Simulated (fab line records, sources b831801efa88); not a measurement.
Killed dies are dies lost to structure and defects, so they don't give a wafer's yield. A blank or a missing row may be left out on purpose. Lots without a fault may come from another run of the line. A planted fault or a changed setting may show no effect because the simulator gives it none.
fab line records | flow sky130
record lots=7 wafers=20 last_day=49
route steps=708 shown VIA3@589 METAL4@598
lots that met no fault: from a run of the same line without faults
start_h: hours from the record's first day to the start of the lot's first wafer shown | wait_h: hours since the lot's step before | " the same as in the row above | L1.1+2: a row that stands for several wafers | - no value, or no start given | * or withheld: withheld | < > ~ a bound
route shown NAME@n: a module of which the file shows steps, and the number in the route of the first | usual: mean/standard deviation of fault-free wafers | same: alike in all rows | chamber/n: place in a boat | sites: the reading at each site | _std_site: their standard deviation | _edge_site: outer sites' mean less inner sites' | radius_mm: how far each site lies from the wafer's centre | mask NAME#n: copy n | behind: the tool/chamber that last shaped the wafer | hold: why the lot was held/for how many hours/how that ended | device: the transistor (n, p or np) that didn't switch | end of line: the same wafers' tests at the end of the route | a step without rows: its recipe alone | killed: dies lost to structure and defects at the first sort, not the wafer's yield | map: a wafer's dies, x killed, . not, _ none there
set.NAME: the setting as run; set.NAME@STEP: as run at that earlier step | model.NAME: the simulator's own value behind a step, which no gauge read
lots at some steps of the route; a table a step, a row a wafer
services: from which hour (start_h, from the record's first day; less than 0 if before it) a tool's chamber was out of use, for how many hours, and why
## steps
# step SKY_VIA3_STRIP_16
# recipe chemistry=O2/N2 power_w=1400 pressure_mtorr=1500 platen_temp_c=withheld o2_flow_sccm=3000 n2_flow_sccm=300 overash_fraction=0.5
# usual drypump_motor_current_A=5.7/0.4 oes_product_au=0.401/0.0043 strip_time_to_endpoint_s=4.124/0.026
# columns lot.wafer tool chamber start_h wait_h drypump_motor_current_A oes_product_au rf_hours_counter_h strip_time_to_endpoint_s
L246.2 plasma_asher-03 1 974.76 0.0 5.6 0.404 115 4.146
L246.3 " 0 " " 6.1 0.405 - 4.171
L246.6 " 1 " " 5.6 0.405 - 4.173
L249.2 plasma_asher-04 0 979.45 0.0 5.2 0.400 25 4.110
L249.3 " 1 " " 6.0 0.393 - 4.115
L249.6 " 0 " " 5.2 0.399 - 4.087
L248.2 plasma_asher-03 0 987.86 0.0 6.1 0.399 116 4.113
L248.6 " 1 " " 5.6 0.400 - 4.117
L258.1 plasma_asher-03 0 1037.06 0.0 6.1 0.405 121 4.142
L258.5 " 0 " " 6.1 0.406 - 4.109
L258.6 " 1 " " 5.6 0.397 - 4.155
L260.1 plasma_asher-03 1 1044.76 0.0 5.6 0.402 121 4.160
L260.3 " 0 " " 6.2 0.400 - 4.104
L260.6 " 1 " " 5.6 0.390 - 4.105
L263.2 plasma_asher-01 0 1056.21 0.0 5.3 0.403 62 4.111
L263.3 " 0 " " 5.2 0.407 - 4.126
L263.6 " 0 " " 5.3 0.399 - 4.084
L264.1 plasma_asher-04 0 1061.61 0.0 5.2 0.408 33 4.121
L264.3 " 1 " " 6.0 0.401 - 4.136
L264.6 " 0 " " 5.2 0.404 - 4.133
# step SKY_VIA3_STRIP_17
# recipe chemistry=post_etch_residue_remover time_s=1200 temp_c=72.5
# step SKY_VIA3_CLEAN_18
# recipe chemistry=IPA time_s=180 temp_c=25
# step SKY_VIA3_CLEAN_19
# recipe chemistry=O3/DIW dry=n2_spin
# step SKY_VIA3_SPUTTER_20
# recipe material=TiN target_thk_nm=20 chamber_pressure_pa=5 power_w=4000 time_s=80
# usual chamber_pressure_pa=4.999/0.01 throttle_valve_pct=30.2/0.67
# columns lot.wafer tool chamber start_h wait_h chamber_pressure_pa throttle_valve_pct
L246.2 pvd_sputter-04 - 975.38 0.0 4.999 30.5
L246.3 " - " " 4.985 29.8
L246.6 " - " " 4.998 29.8
L249.2 pvd_sputter-01 - 980.05 0.0 4.995 29.9
L249.3 " - " " 4.988 28.7
L249.6 " - " " 4.995 28.5
L248.2 pvd_sputter-04 - 988.45 0.0 4.997 29.7
L248.6 " - " " 4.995 29.8
L258.1 pvd_sputter-04 - 1037.65 0.0 5.006 29.8
L258.5 " - " " 4.987 29.9
L258.6 " - " " 4.999 30.3
L260.1 pvd_sputter-04 - 1045.35 0.0 4.999 30.3
L260.3 " - " " 5.009 29.6
L260.6 " - " " 5.004 29.8
L263.2 pvd_sputter-02 - 1056.80 0.0 4.995 31.3
L263.3 " - " " 5.006 30.6
L263.6 " - " " 5.000 32.0
L264.1 pvd_sputter-02 - 1062.20 0.0 4.999 29.9
L264.3 " - " " 4.994 30.9
L264.6 " - " " 5.014 31.2
# step SKY_VIA3_CVD_21
# recipe material=W target_thk_nm=390 time_s=117.31 temp_c=400 pressure_torr=40
# step SKY_VIA3_RS_MEAS_22
# recipe thk_meas_gauge=four-point-probe reads=W_of_VIA3_CVD_21+TiN_of_VIA3_SPUTTER_20
# usual VIA3_W_RS=0.2931/0.0026
# columns lot.wafer tool chamber start_h wait_h VIA3_W_RS[ohm/sq]
L246.2 film_metro-02 - 975.59 0.1 0.2901
L246.3 " - " " 0.2943
L246.6 " - " " 0.2902
L249.2 film_metro-03 - 980.26 0.1 0.2921
L249.3 " - " " 0.2920
L249.6 " - " " 0.2907
L248.2 film_metro-01 - 988.65 0.1 0.2931
L248.6 " - " " 0.2941
L258.1 film_metro-03 - 1037.84 0.1 0.2917
L258.5 " - " " 0.2962
L258.6 " - " " 0.2960
L260.1 film_metro-03 - 1045.53 0.1 0.2948
L260.3 " - " " 0.2897
L260.6 " - " " 0.2923
L263.2 film_metro-02 - 1057.01 0.1 0.2913
L263.3 " - " " 0.2960
L263.6 " - " " 0.2937
L264.1 film_metro-03 - 1062.39 0.1 0.2950
L264.3 " - " " 0.2934
L264.6 " - " " 0.2931
# step SKY_VIA3_THK_MEAS_23
# recipe thk_meas_gauge=xrf reads=W_of_VIA3_CVD_21
# usual VIA3_W_THK=399/4.3
# columns lot.wafer tool chamber start_h wait_h VIA3_W_THK[nm]
L246.2 film_metro-02 - 975.70 0.1 405
L246.3 " - " " 399
L246.6 " - " " 404
L249.2 film_metro-03 - 980.37 0.1 402
L249.3 " - " " 405
L249.6 " - " " 406
L248.2 film_metro-01 - 988.76 0.1 400
L248.6 " - " " 400
L258.1 film_metro-03 - 1037.96 0.1 397
L258.5 " - " " 392
L258.6 " - " " 397
L260.1 film_metro-03 - 1045.65 0.1 395
L260.3 " - " " 404
L260.6 " - " " 401
L263.2 film_metro-02 - 1057.12 0.1 401
L263.3 " - " " 396
L263.6 " - " " 399
L264.1 film_metro-03 - 1062.51 0.1 396
L264.3 " - " " 398
L264.6 " - " " 399
# step SKY_VIA3_CMP_24
# recipe stop_on=SiO2 t_overpolish_s=20 down_force_psi=3.5 platen_rpm=60 target_thk_nm=0 pad_velocity_m_s=0.94248
# step SKY_METAL4_SPUTTER_00
# recipe material=Ti target_thk_nm=15 power_w=3000 time_s=10 chamber_pressure_pa=0.4
# usual chamber_pressure_pa=0.4000/0.00082 throttle_valve_pct=30.2/0.82
# columns lot.wafer tool chamber start_h wait_h chamber_pressure_pa throttle_valve_pct
L246.2 pvd_sputter-03 - 976.09 0.2 0.4007 30.7
L246.3 " - " " 0.4013 30.1
L246.6 " - " " 0.3998 31.1
L249.2 pvd_sputter-03 - 980.72 0.1 0.3999 29.1
L249.3 " - " " 0.3997 30.5
L249.6 " - " " 0.4016 29.2
L248.2 pvd_sputter-03 - 989.11 0.1 0.4007 30.7
L248.6 " - " " 0.3990 31.0
L258.1 pvd_sputter-01 - 1038.45 0.2 0.4004 29.2
L258.5 " - " " 0.3996 29.9
L258.6 " - " " 0.4014 29.3
L260.1 pvd_sputter-02 - 1046.01 0.1 0.3986 30.6
L260.3 " - " " 0.4016 29.9
L260.6 " - " " 0.3983 31.7
L263.2 pvd_sputter-03 - 1057.47 0.1 0.4008 30.5
L263.3 " - " " 0.4008 29.4
L263.6 " - " " 0.4008 29.3
L264.1 pvd_sputter-02 - 1062.87 0.1 0.3995 29.8
L264.3 " - " " 0.3992 31.2
L264.6 " - " " 0.3985 31.1
# step SKY_METAL4_SPUTTER_01
# recipe material=TiN target_thk_nm=20 power_w=6500 time_s=16.7 chamber_pressure_pa=0.4
# usual chamber_pressure_pa=0.3999/0.00085 throttle_valve_pct=30.2/0.82
# columns lot.wafer tool chamber start_h wait_h chamber_pressure_pa throttle_valve_pct
L246.2 pvd_sputter-03 - 976.11 0.0 0.3983 30.5
L246.3 " - " " 0.4006 30.4
L246.6 " - " " 0.3986 31.2
L249.2 pvd_sputter-03 - 980.74 0.0 0.4002 29.4
L249.3 " - " " 0.4007 30.7
L249.6 " - " " 0.3999 29.4
L248.2 pvd_sputter-03 - 989.13 0.0 0.3990 30.4
L248.6 " - " " 0.4008 31.2
L258.1 pvd_sputter-01 - 1038.47 0.0 0.3999 28.8
L258.5 " - " " 0.3993 30.0
L258.6 " - " " 0.3993 29.2
L260.1 pvd_sputter-02 - 1046.03 0.0 0.3986 30.9
L260.3 " - " " 0.4009 29.7
L260.6 " - " " 0.4006 31.9
L263.2 pvd_sputter-03 - 1057.49 0.0 0.4001 30.5
L263.3 " - " " 0.3996 29.2
L263.6 " - " " 0.4010 29.7
L264.1 pvd_sputter-02 - 1062.89 0.0 0.3996 29.8
L264.3 " - " " 0.4004 31.4
L264.6 " - " " 0.4003 30.9
# step SKY_METAL4_SPUTTER_02
# recipe material=AlCu target_thk_nm=735 power_w=10600 time_s=39.1 chamber_pressure_pa=0.4
# usual chamber_pressure_pa=0.4001/0.00073 throttle_valve_pct=30.2/0.8
# columns lot.wafer tool chamber start_h wait_h chamber_pressure_pa throttle_valve_pct
L246.2 pvd_sputter-03 - 976.14 0.0 0.4012 30.7
L246.3 " - " " 0.4005 30.4
L246.6 " - " " 0.3991 31.1
L249.2 pvd_sputter-03 - 980.77 0.0 0.4006 29.5
L249.3 " - " " 0.4002 30.6
L249.6 " - " " 0.3993 29.2
L248.2 pvd_sputter-03 - 989.16 0.0 0.3999 30.7
L248.6 " - " " 0.4001 30.8
L258.1 pvd_sputter-01 - 1038.50 0.0 0.4003 29.1
L258.5 " - " " 0.3989 30.2
L258.6 " - " " 0.3997 29.1
L260.1 pvd_sputter-02 - 1046.06 0.0 0.3991 30.8
L260.3 " - " " 0.3993 29.5
L260.6 " - " " 0.4005 31.8
L263.2 pvd_sputter-03 - 1057.52 0.0 0.3996 30.7
L263.3 " - " " 0.4012 29.6
L263.6 " - " " 0.4013 29.6
L264.1 pvd_sputter-02 - 1062.92 0.0 0.3994 29.7
L264.3 " - " " 0.4001 31.1
L264.6 " - " " 0.4005 31.2
# step SKY_METAL4_SPUTTER_03
# recipe material=Ti target_thk_nm=5 power_w=3000 time_s=3.3 chamber_pressure_pa=0.4
# usual chamber_pressure_pa=0.4002/0.00083 throttle_valve_pct=30.2/0.8
# columns lot.wafer tool chamber start_h wait_h chamber_pressure_pa throttle_valve_pct model.Ti_of_METAL4_SPUTTER_03.thk_nm
L246.2 pvd_sputter-03 - 976.17 0.0 0.3999 30.5 5.094
L246.3 " - " " 0.4008 30.1 5.14
L246.6 " - " " 0.3992 31.1 4.954
L249.2 pvd_sputter-03 - 980.80 0.0 0.4009 29.2 4.984
L249.3 " - " " 0.3987 30.9 4.955
L249.6 " - " " 0.4003 29.4 4.729
L248.2 pvd_sputter-03 - 989.20 0.0 0.4001 30.7 4.978
L248.6 " - " " 0.4001 31.2 4.802
L258.1 pvd_sputter-01 - 1038.53 0.0 0.3992 29.0 5.01
L258.5 " - " " 0.3980 30.0 4.943
L258.6 " - " " 0.4000 29.2 5.07
L260.1 pvd_sputter-02 - 1046.10 0.0 0.4004 31.1 5.024
L260.3 " - " " 0.4006 30.0 5.099
L260.6 " - " " 0.3985 32.3 5.038
L263.2 pvd_sputter-03 - 1057.55 0.0 0.3994 30.8 4.684
L263.3 " - " " 0.4006 29.4 4.775
L263.6 " - " " 0.3997 29.4 4.683
L264.1 pvd_sputter-02 - 1062.95 0.0 0.4001 29.7 4.725
L264.3 " - " " 0.4010 31.2 4.742
L264.6 " - " " 0.4003 31.6 4.809
# step SKY_METAL4_SPUTTER_04
# recipe material=TiN target_thk_nm=70 power_w=6500 time_s=58.3 chamber_pressure_pa=0.4
## services
# columns tool chamber start_h hours kind
pvd_sputter-01 - 989.38 2.5 repair
pvd_sputter-03 3 1005.42 - consumable_replace:kit
pvd_sputter-03 3 1005.42 18.0 scheduled_down
pvd_sputter-03 3 1005.42 18.0 vent_cycle
pvd_sputter-02 - 1006.46 2.3 repair
pvd_sputter-04 1 1049.75 - consumable_replace:kit
pvd_sputter-04 1 1049.75 18.0 scheduled_down
pvd_sputter-04 1 1049.75 18.0 vent_cycle
plasma_asher-03 - 1050.78 12.1 pm
pvd_sputter-01 - 1050.80 14.9 repair
pvd_sputter-03 - 1058.12 2.1 repair
pvd_sputter-02 3 1059.99 - consumable_replace:kit
pvd_sputter-02 3 1059.99 18.0 scheduled_down
pvd_sputter-02 3 1059.99 18.0 vent_cycle
plasma_asher-03 - 1062.88 9.0 pm
plasma_asher-03 0 1062.88 9.0 vent_cycle
plasma_asher-03 1 1062.88 9.0 vent_cycle
## key
first_sign none at tools or gauges
model_effect step=SKY_METAL4_SPUTTER_03 value=Ti_of_METAL4_SPUTTER_03.thk_nm without=4.829 struck=5.03
met_at SKY_METAL4_SPUTTER_03
struck_wafers L246.2,L246.3,L248.2,L249.2,L249.3
fault kind=process_parameter_drift tool=pvd_sputter-03 chamber=- onset_h=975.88 steps=SKY_METAL4_SPUTTER_03 channel=time_s offset=* shape=step end_h=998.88 scope=struck_wafers_only acts_in=* stated=*
